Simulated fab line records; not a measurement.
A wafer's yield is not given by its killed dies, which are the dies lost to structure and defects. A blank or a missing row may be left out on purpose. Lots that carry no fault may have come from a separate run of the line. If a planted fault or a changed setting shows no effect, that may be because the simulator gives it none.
fab line records	flow gf180mcu
[record] lots = 13	wafers = 39	last-day = 34
route steps=602 shown LVPWELL@61 HV_LDD@210 PSD@261
lots with no fault: from the same line, run without faults
start-h: the number of hours between the record's first day and the start of the first shown wafer of the lot	wait-h: time in hours since the lot's previous step	" identical to the entry in the row above	L1.1+2: a single row standing in for several wafers	- no value, or no start given	* or withheld: withheld	< > ~ a bound
route shown NAME@n: a module of which the file shows steps, and the number in the route of the first	usual: the fault-free wafers' mean and standard deviation	same: alike in all rows	chamber/n: place in a boat	sites: each site's reading	_std_site: the standard deviation of these	_edge_site: outer sites' mean less inner sites'	radius-mm: how far each site lies from the wafer's centre	mask NAME#n: copy n	behind: tool/chamber where the wafer was last shaped	hold: why the lot was held/for how many hours/how that ended	device: transistor that didn't switch, given as n, p or np	end of line: at the end of the route, the tests of the same wafers	a step given without rows: its recipe and nothing more	killed: count of dies lost to structure and defects at first sort (not the wafer's yield)	map: the dies of a wafer, with x for killed, . for not killed, _ for no die there
set.NAME: the setting that was run; set.NAME@STEP: the one run at that earlier step	model.NAME: the simulator's own value behind a step, which no gauge read
one table for each step of the route and one row for each wafer, over a sample of lots
services: when a tool's chamber went out of use (start-h, in hours from the record's first day, below 0 if earlier), for how many hours, and the reason
[[steps]]
[step GF_LVPWELL_OVL_MEAS_07]
[usual] LVPWELL_OVL = -0.7/1.3
lot.wafer	tool	chamber	start-h	wait-h	LVPWELL_OVL[nm]
L421.3	overlay-01	-	82.91	-	0.1
L421.5	"	-	"	"	0.9
L421.6	"	-	"	"	-0.6
L422.1	overlay-01	-	86.03	-	-1.3
L422.5	"	-	"	"	-0.9
L422.6	"	-	"	"	-0.5
L423.2	overlay-02	-	90.38	-	-1.1
L423.5	"	-	"	"	-0.8
L423.6	"	-	"	"	-0.5
L424.1	overlay-02	-	99.43	-	0.6
L424.3	"	-	"	"	-0.4
L424.4	"	-	"	"	-0.3
L426.1	overlay-02	-	109.06	-	0.3
L426.2	"	-	"	"	-0.1
L426.6	"	-	"	"	-0.4
L427.1	overlay-02	-	114.05	-	-3.3
L427.2	"	-	"	"	-0.1
L427.3	"	-	"	"	-0.9
L428.3	overlay-01	-	117.77	-	0.2
L428.4	"	-	"	"	-0.7
L428.6	"	-	"	"	-2.1
L433.2	overlay-01	-	146.46	-	2.2
L433.3	"	-	"	"	1.4
L433.5	"	-	"	"	-0.5
L434.4	overlay-02	-	152.75	-	0.7
L434.5	"	-	"	"	-1.9
L434.6	"	-	"	"	0.2
L438.3	overlay-02	-	175.67	-	-0.8
L438.4	"	-	"	"	-0.3
L438.5	"	-	"	"	-1.3
L440.1	overlay-02	-	185.68	-	-1.8
L440.3	"	-	"	"	-2.7
L440.6	"	-	"	"	-2.9
L441.2	overlay-02	-	193.00	-	-0.5
L441.3	"	-	"	"	-2.3
L441.5	"	-	"	"	-0.5
L442.2	overlay-02	-	197.38	-	-2.0
L442.3	"	-	"	"	-0.7
L442.5	"	-	"	"	-1.1
[step GF_HV_LDD_IMPLANT_34]
[recipe] species = P	energy-kev = 60	dose-cm2 = 7.5e+12	tilt-deg = 30	rotation-deg = 90
[usual] dose-ions-cm2 = 7.501e+12/8.5e+09	faraday-current-uA = 42.2/0.87	tilt-deg = 30.001/0.02
lot.wafer	tool	chamber	start-h	wait-h	dose-ions-cm2	faraday-current-uA	tilt-deg
L421.3	implanter-02	0	274.88	0.1	7.51e+12	40.3	29.989
L421.5	"	0	"	"	7.495e+12	42.9	29.980
L421.6	"	0	"	"	7.498e+12	42.1	30.028
L422.1	implanter-02	0	278.83	0.1	7.502e+12	43.2	29.977
L422.5	"	0	"	"	7.495e+12	41.5	29.978
L422.6	"	0	"	"	7.51e+12	41.8	30.012
L423.2	implanter-02	0	284.21	0.1	7.508e+12	41.8	30.035
L423.5	"	0	"	"	7.508e+12	40.7	30.027
L423.6	"	0	"	"	7.508e+12	42.6	30.021
L424.1	implanter-02	0	294.25	0.1	7.498e+12	43.0	29.969
L424.3	"	0	"	"	7.495e+12	40.5	29.995
L424.4	"	0	"	"	7.503e+12	41.5	29.999
L426.1	implanter-02	0	309.73	0.1	9.687e+12	55.4	29.984
L426.2	"	0	"	"	9.696e+12	55.4	29.988
L426.6	"	0	"	"	9.696e+12	56.3	29.982
L427.1	implanter-02	0	315.80	0.1	9.708e+12	55.6	29.998
L427.2	"	0	"	"	9.703e+12	54.9	30.002
L427.3	"	0	"	"	9.706e+12	55.5	30.038
L428.3	implanter-02	0	320.30	0.1	9.696e+12	55.0	30.000
L428.4	"	0	"	"	9.693e+12	54.4	30.001
L428.6	"	0	"	"	9.701e+12	53.7	30.049
L433.2	implanter-01	0	362.52	0.1	7.49e+12	41.9	29.994
L433.3	"	0	"	"	7.5e+12	41.8	30.029
L433.5	"	0	"	"	7.501e+12	41.9	30.011
L434.4	implanter-01	0	368.95	0.1	7.497e+12	41.6	29.993
L434.5	"	0	"	"	7.498e+12	43.2	30.030
L434.6	"	0	"	"	7.491e+12	40.9	30.006
L438.3	implanter-02	0	402.50	0.1	7.5e+12	42.2	30.013
L438.4	"	0	"	"	7.5e+12	42.2	30.006
L438.5	"	0	"	"	7.499e+12	42.3	30.032
L440.1	implanter-03	0	418.23	0.1	7.501e+12	42.7	29.998
L440.3	"	0	"	"	7.515e+12	41.0	29.984
L440.6	"	0	"	"	7.51e+12	41.9	30.013
L441.2	implanter-03	0	428.65	0.1	7.499e+12	42.4	30.012
L441.3	"	0	"	"	7.496e+12	42.1	30.010
L441.5	"	0	"	"	7.503e+12	42.7	29.974
L442.2	implanter-02	0	432.18	0.1	7.503e+12	41.4	29.982
L442.3	"	0	"	"	7.49e+12	41.1	29.978
L442.5	"	0	"	"	7.502e+12	44.0	29.994
[step GF_HV_LDD_STRIP_37]
[recipe] chemistry = O2/N2	power-w = 1400	pressure-mtorr = 1500	platen-temp-c = 250	o2-flow-sccm = 3000	n2-flow-sccm = 300	overash-fraction = 0.5
[usual] drypump-motor-current-A = 5.78/0.26	heater-power-w = 344/43	oes-product-au = 0.716/0.0045	strip-time-to-endpoint-s = 12.62/0.039
lot.wafer	tool	chamber	start-h	wait-h	drypump-motor-current-A	heater-power-w	oes-product-au	rf-hours-counter-h	strip-time-to-endpoint-s
L421.3	plasma-asher-01	1	275.31	0.1	5.58	319	0.713	-	12.61
L421.5	"	1	"	"	5.56	325	0.717	-	12.60
L421.6	"	0	"	"	6.41	371	0.712	-	12.59
L422.1	plasma-asher-01	1	279.28	0.1	5.55	320	0.704	17	12.59
L422.5	"	1	"	"	5.56	321	0.712	-	12.57
L422.6	"	0	"	"	6.41	372	0.723	-	12.59
L423.2	plasma-asher-02	1	284.63	0.1	5.76	327	0.708	66	12.64
L423.5	"	1	"	"	5.76	336	0.717	-	12.65
L423.6	"	0	"	"	5.84	404	0.717	-	12.67
L424.1	plasma-asher-02	1	294.70	0.1	5.75	325	0.714	67	12.69
L424.3	"	0	"	"	5.85	413	0.708	-	12.71
L424.4	"	1	"	"	5.74	322	0.721	-	12.72
L426.1	plasma-asher-01	0	310.18	0.1	6.42	376	0.717	20	12.60
L426.2	"	1	"	"	5.57	321	0.714	20	12.59
L426.6	"	0	"	"	6.41	371	0.712	-	12.60
L427.1	plasma-asher-02	1	316.25	0.1	5.76	321	0.715	69	12.63
L427.2	"	0	"	"	5.83	406	0.714	69	12.65
L427.3	"	1	"	"	5.75	329	0.726	-	12.63
L428.3	plasma-asher-01	1	320.74	0.1	5.56	321	0.712	-	12.62
L428.4	"	0	"	"	6.37	375	0.726	-	12.61
L428.6	"	0	"	"	6.40	369	0.721	-	12.62
L433.2	plasma-asher-03	1	362.94	0.1	5.67	283	0.716	70	12.62
L433.3	"	0	"	"	5.54	328	0.717	-	12.62
L433.5	"	0	"	"	5.52	326	0.713	-	12.63
L434.4	plasma-asher-03	1	371.36	0.1	5.66	279	0.723	-	12.63
L434.5	"	0	"	"	5.51	317	0.715	-	12.65
L434.6	"	1	"	"	5.65	282	0.718	-	12.60
L438.3	plasma-asher-03	1	402.94	0.1	5.65	285	0.711	-	12.65
L438.4	"	0	"	"	5.56	312	0.719	-	12.62
L438.5	"	1	"	"	5.68	283	0.714	-	12.61
L440.1	plasma-asher-02	1	418.68	0.1	5.77	327	0.717	79	12.60
L440.3	"	0	"	"	5.82	407	0.724	-	12.59
L440.6	"	1	"	"	5.72	317	0.716	-	12.59
L441.2	plasma-asher-01	0	429.08	0.1	6.41	380	0.716	33	12.65
L441.3	"	0	"	"	6.40	372	0.720	-	12.65
L441.5	"	0	"	"	6.41	382	0.720	-	12.65
L442.2	plasma-asher-02	0	432.60	0.1	5.83	405	0.717	0	12.58
L442.3	"	1	"	"	5.74	327	0.714	-	12.59
L442.5	"	1	"	"	5.74	330	0.717	-	12.65
[step GF_HV_LDD_RS_MEAS_53]
[recipe] thk-meas-gauge = four-point-probe
[usual] HV_LDD_RS = 418.8/1
lot.wafer	tool	chamber	start-h	wait-h	HV_LDD_RS[ohm/sq]
L421.3	film-metro-01	-	295.76	0.1	418.7
L421.5	"	-	"	"	418.0
L421.6	"	-	"	"	418.5
L422.1	film-metro-03	-	299.98	0.1	421.2
L422.5	"	-	"	"	418.3
L422.6	"	-	"	"	420.3
L423.2	film-metro-03	-	305.35	0.1	418.4
L423.5	"	-	"	"	419.3
L423.6	"	-	"	"	419.2
L424.1	film-metro-03	-	316.13	0.1	418.9
L424.3	"	-	"	"	419.6
L424.4	"	-	"	"	419.2
L426.1	film-metro-03	-	331.62	0.1	412.8
L426.2	"	-	"	"	413.9
L426.6	"	-	"	"	413.3
L427.1	film-metro-03	-	338.03	0.1	413.5
L427.2	"	-	"	"	413.5
L427.3	"	-	"	"	413.3
L428.3	film-metro-04	-	342.40	0.1	412.2
L428.4	"	-	"	"	413.6
L428.6	"	-	"	"	412.7
L433.2	film-metro-01	-	386.10	0.1	417.1
L433.3	"	-	"	"	418.7
L433.5	"	-	"	"	417.2
L434.4	film-metro-04	-	394.43	0.1	417.7
L434.5	"	-	"	"	418.2
L434.6	"	-	"	"	418.5
L438.3	film-metro-04	-	427.35	0.1	420.1
L438.4	"	-	"	"	418.6
L438.5	"	-	"	"	419.7
L440.1	film-metro-01	-	444.25	0.1	418.6
L440.3	"	-	"	"	417.8
L440.6	"	-	"	"	418.5
L441.2	film-metro-01	-	454.10	0.1	417.4
L441.3	"	-	"	"	417.0
L441.5	"	-	"	"	416.6
L442.2	film-metro-04	-	456.95	0.1	420.1
L442.3	"	-	"	"	419.4
L442.5	"	-	"	"	419.0
[step GF_PSD_RTA_13]
[recipe] temp-c = 1025	time-s = 20	ambient = N2
[usual] lamp-power-pct = 34.3/2	wafer_temp_C_max = 1030.5/1.7
[same] time-s = 20
lot.wafer	tool	chamber	start-h	wait-h	lamp-power-pct	wafer_temp_C_max
L421.3	rtp-anneal-02	0	340.31	0.0	36.5	1032.9
L421.5	"	0	"	"	36.4	1029.6
L421.6	"	0	"	"	36.4	1031.1
L422.1	rtp-anneal-02	0	346.07	0.0	36.5	1031.4
L422.5	"	0	"	"	36.5	1033.1
L422.6	"	0	"	"	36.5	1031.9
L423.2	rtp-anneal-02	0	350.45	0.0	36.5	1030.9
L423.5	"	0	"	"	36.5	1030.4
L423.6	"	0	"	"	36.5	1032.6
L424.1	rtp-anneal-01	0	364.19	0.0	32.4	1030.6
L424.3	"	0	"	"	32.4	1029.1
L424.4	"	0	"	"	32.4	1030.6
L426.1	rtp-anneal-01	0	378.44	0.0	32.3	1029.1
L426.2	"	0	"	"	32.4	1029.9
L426.6	"	0	"	"	32.3	1028.2
L427.1	rtp-anneal-02	0	384.64	0.0	36.5	1031.8
L427.2	"	0	"	"	36.5	1032.6
L427.3	"	0	"	"	36.5	1036.2
L428.3	rtp-anneal-02	0	390.24	0.0	36.5	1029.9
L428.4	"	0	"	"	36.5	1031.1
L428.6	"	0	"	"	36.5	1031.9
L433.2	rtp-anneal-02	0	438.07	0.0	36.5	1031.6
L433.3	"	0	"	"	36.4	1032.9
L433.5	"	0	"	"	36.5	1032.1
L434.4	rtp-anneal-01	0	446.83	0.0	32.4	1029.0
L434.5	"	0	"	"	32.4	1030.3
L434.6	"	0	"	"	32.4	1029.8
L438.3	rtp-anneal-01	0	480.07	0.0	32.4	1030.3
L438.4	"	0	"	"	32.4	1029.4
L438.5	"	0	"	"	32.4	1029.3
L440.1	rtp-anneal-01	0	495.22	0.0	32.5	1029.3
L440.3	"	0	"	"	32.4	1029.0
L440.6	"	0	"	"	32.4	1028.9
L441.2	rtp-anneal-02	0	505.61	0.0	36.4	1033.5
L441.3	"	0	"	"	36.5	1030.7
L441.5	"	0	"	"	36.5	1030.0
L442.2	rtp-anneal-02	0	507.48	0.0	36.5	1032.9
L442.3	"	0	"	"	36.5	1033.4
L442.5	"	0	"	"	36.5	1030.0
[[services]]
tool	chamber	start-h	hours	kind
implanter-03	-	264.23	31.1	pm
plasma-asher-03	-	266.78	4.6	repair
plasma-asher-01	-	283.28	0.6	repair
plasma-asher-01	-	298.60	5.2	repair
plasma-asher-03	-	301.17	0.7	repair
implanter-01	-	327.88	4.1	repair
plasma-asher-01	-	328.88	1.6	repair
plasma-asher-02	-	340.22	10.3	repair
rtp-anneal-01	-	343.50	1.0	pm
plasma-asher-03	-	366.54	0.8	repair
implanter-02	-	371.25	4.5	pm
implanter-03	-	371.28	21.4	repair
implanter-02	-	377.57	4.4	pm
implanter-01	-	412.28	4.3	pm
plasma-asher-02	-	421.25	9.0	pm
implanter-01	-	421.72	2.5	pm
implanter-03	-	423.19	2.3	repair
implanter-02	-	435.45	4.3	repair
plasma-asher-02	-	438.91	5.5	repair
plasma-asher-01	-	463.43	2.4	repair
plasma-asher-02	-	486.42	23.9	repair
plasma-asher-01	-	486.74	14.6	pm
plasma-asher-03	-	498.79	0.6	repair
plasma-asher-01	-	501.90	1.9	repair
[[key]]
[first-sign] step = GF_HV_LDD_IMPLANT_34	reading = dose-ions-cm2	direction = up	sigmas = 99+	usual = 7.501e+12	struck = 9.698e+12
[effect] step = GF_HV_LDD_IMPLANT_34	reading = faraday-current-uA	direction = up	sigmas = 15	usual = 42.2	struck = 55.1
[effect] step = GF_HV_LDD_RS_MEAS_53	reading = HV_LDD_RS	direction = down	sigmas = 5.6	usual = 418.8	struck = 413.2
met-at GF_HV_LDD_IMPLANT_34
struck-lots L426,L427,L428
tester-left-out L426,L427,L428
not-acting-at GF_LVPWELL_OVL_MEAS_07,GF_HV_LDD_STRIP_37,GF_PSD_RTA_13
onset-between 294.25 309.73
[fault] kind = process-parameter-drift	tool = implanter-02	chamber = -	onset-h = 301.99	steps = GF_HV_LDD_IMPLANT_34	channel = dose-cm2	offset = 2.1954e+12	shape = step	end-h = 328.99	acts-in = these-recipes-only	stated = 7.5e+12
// tester-left-out: of these lots the tester's yield and bins aren't shown, on N5 and GAA mostly nor the transistor test; their killed dies are dies lost to structure and defects alone, not to doping, threshold or leakage, so they don't give the yield
